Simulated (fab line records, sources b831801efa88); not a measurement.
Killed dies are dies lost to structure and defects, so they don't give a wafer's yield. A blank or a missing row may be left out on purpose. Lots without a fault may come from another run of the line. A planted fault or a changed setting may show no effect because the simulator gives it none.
fab line records | flow gf180mcu
record lots=7 wafers=21 last_day=33
route steps=602 shown V5@540
lots that met no fault: from a run of the same line without faults
start_h: hours from the record's first day to the start of the lot's first wafer shown | wait_h: hours since the lot's step before | " the same as in the row above | L1.1+2: a row that stands for several wafers | - no value, or no start given | * or withheld: withheld | < > ~ a bound
route shown NAME@n: a module of which the file shows steps, and the number in the route of the first | usual: mean/standard deviation of fault-free wafers | same: alike in all rows | chamber/n: place in a boat | sites: the reading at each site | _std_site: their standard deviation | _edge_site: outer sites' mean less inner sites' | radius_mm: how far each site lies from the wafer's centre | mask NAME#n: copy n | behind: the tool/chamber that last shaped the wafer | hold: why the lot was held/for how many hours/how that ended | device: the transistor (n, p or np) that didn't switch | end of line: the same wafers' tests at the end of the route | a step without rows: its recipe alone | killed: dies lost to structure and defects at the first sort, not the wafer's yield | map: a wafer's dies, x killed, . not, _ none there
set.NAME: the setting as run; set.NAME@STEP: as run at that earlier step | model.NAME: the simulator's own value behind a step, which no gauge read
lots at some steps of the route; a table a step, a row a wafer
services: from which hour (start_h, from the record's first day; less than 0 if before it) a tool's chamber was out of use, for how many hours, and why
## steps
# step GF_V5_CVD_00
# recipe material=SiO2 target_thk_nm=300 sigma_open_frac=0.3 temp_c=400 time_s=50.87 sih4_flow_sccm=60 pressure_mtorr=6
# step GF_V5_THK_MEAS_01
# recipe reads=SiO2_of_V5_CVD_00
# usual V5_CVD_00_THK=308/3.1
# columns lot.wafer tool chamber start_h wait_h V5_CVD_00_THK[nm]
L982.2 film_metro-03 - 599.00 0.0 307
L982.3 " - " " 305
L982.5 " - " " 306
L986.1 film_metro-02 - 632.31 0.0 307
L986.5 " - " " 308
L986.6 " - " " 309
L990.3 film_metro-04 - 672.48 0.0 312
L990.4 " - " " 309
L990.5 " - " " 309
L991.3 film_metro-03 - 690.83 0.0 307
L991.4 " - " " 305
L991.6 " - " " 305
L992.1 film_metro-03 - 700.01 0.0 309
L992.2 " - " " 310
L992.4 " - " " 306
L998.2 film_metro-02 - 724.50 0.0 313
L998.5 " - " " 314
L998.6 " - " " 309
L999.3 film_metro-02 - 735.30 0.1 309
L999.4 " - " " 311
L999.6 " - " " 311
# step GF_V5_CVD_02
# recipe material=SiO2 target_thk_nm=1450 precursor=TEOS temp_c=400 time_s=163.28 rf_w=600
# usual heater_power_outer_w=321/63 heater_power_w=572/98 rf_fwd_power_W=598.1/2
# columns lot.wafer tool chamber start_h wait_h heater_power_outer_w heater_power_w rf_fwd_power_W
L982.2 pecvd-01 0 599.05 0.0 362 654 601.2
L982.3 " 0 " " 292 538 598.7
L982.5 " 2 " " 412 666 595.1
L986.1 pecvd-04 1 632.37 0.1 250 466 595.7
L986.5 " 0 " " 202 371 597.3
L986.6 " 1 " " 288 503 596.8
L990.3 pecvd-04 1 672.52 0.0 283 498 595.9
L990.4 " 2 " " 365 644 597.5
L990.5 " 0 " " 199 364 597.8
L991.3 pecvd-02 2 690.87 0.0 370 688 598.2
L991.4 " 0 " " 374 721 596.5
L991.6 " 1 " " 250 569 595.3
L992.1 pecvd-01 0 700.07 0.1 395 675 594.8
L992.2 " 2 " " 425 660 595.5
L992.4 " 0 " " 292 539 594.9
L998.2 pecvd-01 1 724.55 0.0 326 529 597.2
L998.5 " 0 " " 367 656 599.3
L998.6 " 2 " " 347 562 597.8
L999.3 pecvd-01 0 735.34 0.0 365 629 598.6
L999.4 " 0 " " 403 691 599.8
L999.6 " 1 " " 266 450 600.3
# step GF_V5_THK_MEAS_03
# recipe reads=SiO2_of_V5_CVD_02
# usual V5_CVD_02_THK=1444/18
# columns lot.wafer tool chamber start_h wait_h V5_CVD_02_THK[nm]
L982.2 film_metro-03 - 599.22 0.1 1419
L982.3 " - " " 1444
L982.5 " - " " 1429
L986.1 film_metro-03 - 632.48 0.1 1447
L986.5 " - " " 1458
L986.6 " - " " 1469
L990.3 film_metro-02 - 672.64 0.1 1439
L990.4 " - " " 1450
L990.5 " - " " 1431
L991.3 film_metro-02 - 690.99 0.1 1461
L991.4 " - " " 1448
L991.6 " - " " 1438
L992.1 film_metro-03 - 700.17 0.1 1417
L992.2 " - " " 1432
L992.4 " - " " 1465
L998.2 film_metro-03 - 724.66 0.1 1444
L998.5 " - " " 1482
L998.6 " - " " 1488
L999.3 film_metro-03 - 735.47 0.1 1428
L999.4 " - " " 1430
L999.6 " - " " 1460
# step GF_V5_CMP_04
# recipe material=SiO2 down_force_psi=4 platen_rpm=60 pad_velocity_m_s=0.94248
# usual motor_current_A=13.1/1.3
# columns lot.wafer tool chamber start_h wait_h motor_current_A
L982.3 cmp-01 0 599.27 0.0 11.4
L982.2 " 1 " " 13.1
L982.5 " 1 " " 14.2
L986.1 cmp-01 0 632.59 0.1 10.8
L986.5 " 3 " " 13.1
L986.6 " 0 " " 11.0
L990.3 cmp-02 2 672.77 0.1 13.7
L990.4 " 0 " " 12.7
L990.5 " 1 " " 11.4
L991.3 cmp-01 1 691.03 0.0 13.9
L991.4 " 0 " " 11.5
L991.6 " 2 " " 14.3
L992.4 cmp-02 1 700.23 0.0 11.6
L992.2 " 2 " " 13.1
L992.1 " 0 " " 12.8
L998.2 cmp-01 2 724.86 0.2 14.2
L998.5 " 3 " " 13.1
L998.6 " 0 " " 11.4
L999.3 cmp-01 3 735.56 0.1 13.2
L999.4 " 1 " " 13.7
L999.6 " 3 " " 13.5
# step GF_V5_BOW_MEAS_05
# recipe mode=bow
# usual V5_BOW=134/10
# columns lot.wafer tool chamber start_h wait_h V5_BOW[um]
L982.2 film_metro-02 - 599.59 0.2 138
L982.3 " - " " 140
L982.5 " - " " 147
L986.1 film_metro-02 - 632.84 0.2 150
L986.5 " - " " 134
L986.6 " - " " 141
L990.3 film_metro-03 - 673.06 0.2 144
L990.4 " - " " 130
L990.5 " - " " 123
L991.3 film_metro-04 - 691.37 0.3 137
L991.4 " - " " 142
L991.6 " - " " 127
L992.1 film_metro-02 - 700.53 0.1 148
L992.2 " - " " 148
L992.4 " - " " 144
L998.2 film_metro-03 - 725.03 0.1 132
L998.5 " - " " 129
L998.6 " - " " 119
L999.3 film_metro-02 - 735.85 0.2 121
L999.4 " - " " 125
L999.6 " - " " 115
# step GF_V5_DEHYDRATE_06
# recipe temp_c=200 time_s=60
# step GF_V5_HMDS_07
# recipe prime_time_s=60 prime_temp_c=120
# step GF_V5_COAT_08
# recipe resist=BARC temp_c=withheld time_s=withheld spin_rpm=withheld resist_thk_nm=withheld
# step GF_V5_COAT_09
# recipe resist=KrF spin_rpm=withheld resist_thk_nm=1000
# step GF_V5_SOFTBAKE_10
# recipe temp_c=130 time_s=60 resist=KrF
# step GF_V5_EXPOSE_11
# recipe mask_id=Via5 target_cd_nm=260 na=0.68 source_shape=conventional sigma_outer=0.6 dose_mj=38
# step GF_V5_PEB_12
# recipe peb_temp_c=135 peb_time_s=90 resist=KrF
# usual chill_plate_temp_C=23.00/0.099 exhaust_pa=45.0/0.83
# columns lot.wafer tool chamber start_h wait_h chill_plate_temp_C exhaust_pa
L982.2 litho_track-03 0 619.71 - 22.92 47.0
L982.3 " 0 " " 22.92 45.4
L982.5 " 0 " " 22.94 46.1
L986.1 litho_track-01 0 651.89 - 23.06 44.8
L986.5 " 0 " " 23.02 45.9
L986.6 " 0 " " 23.24 44.9
L990.3 litho_track-03 - 691.99 - - -
L990.4 " - " " - -
L990.5 " - " " - -
L991.3 litho_track-03 - 708.99 - - -
L991.4 " - " " - -
L991.6 " - " " - -
L992.1 litho_track-03 - 718.62 - - -
L992.2 " - " " - -
L992.4 " - " " - -
L998.2 litho_track-04 0 741.85 - 23.07 46.1
L998.5 " 0 " " 23.09 45.8
L998.6 " 0 " " 23.09 45.4
L999.3 litho_track-03 0 752.69 - 23.10 44.5
L999.4 " 0 " " 23.02 45.9
L999.6 " 0 " " 22.99 44.8
# step GF_V5_DEVELOP_13
# recipe develop_time_s=60 resist=KrF dev_temp_c=21
## services
# columns tool chamber start_h hours kind
cmp-01 - 576.25 - consumable_replace:conditioner
cmp-01 - 576.25 - consumable_replace:pad
pecvd-01 1 584.76 20.6 repair
pecvd-04 - 591.12 14.0 pm
pecvd-04 0 591.12 14.0 vent_cycle
pecvd-04 1 591.12 14.0 vent_cycle
pecvd-04 2 591.12 14.0 vent_cycle
pecvd-04 0 605.12 - clean
pecvd-04 1 605.12 - clean
pecvd-04 2 605.12 - clean
pecvd-04 - 607.19 0.8 repair
pecvd-02 2 613.64 4.1 repair
pecvd-02 1 615.56 19.8 repair
pecvd-02 - 620.56 1.6 repair
pecvd-01 - 625.18 5.5 pm
cmp-01 - 640.03 2.8 repair
pecvd-02 - 656.03 0.3 repair
cmp-01 - 668.38 4.9 pm
cmp-02 - 700.98 0.5 repair
cmp-01 - 706.87 5.2 repair
cmp-02 - 741.96 0.5 repair
cmp-02 - 743.22 4.3 pm
cmp-02 - 747.54 6.8 pm
## key
first_sign step=GF_V5_PEB_12 reading=tool_record direction=missing
effect none on later readings
met_at GF_V5_PEB_12
struck_wafers L990.3,L990.4,L990.5,L991.3,L991.4,L991.6,L992.1,L992.2,L992.4
later_rows_left_out L990.3,L990.4,L990.5,L991.3,L991.4,L991.6,L992.1,L992.2,L992.4
sort_left_out L990.3,L990.4,L990.5,L991.3,L991.4,L991.6,L992.1,L992.2,L992.4
onset_between 619.71 691.99
fault kind=skipped_step_whole tool=litho_track-03 chamber=- onset_h=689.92 steps=GF_V5_PEB_12 scope=struck_lots_only
# sort_left_out: the simulated sort isn't trusted on such a fault, so these wafers' sort isn't shown, and their yield isn't known
# later_rows_left_out: the simulator's readings of these wafers behind a module that went badly wrong aren't trusted and aren't shown, but for the sort
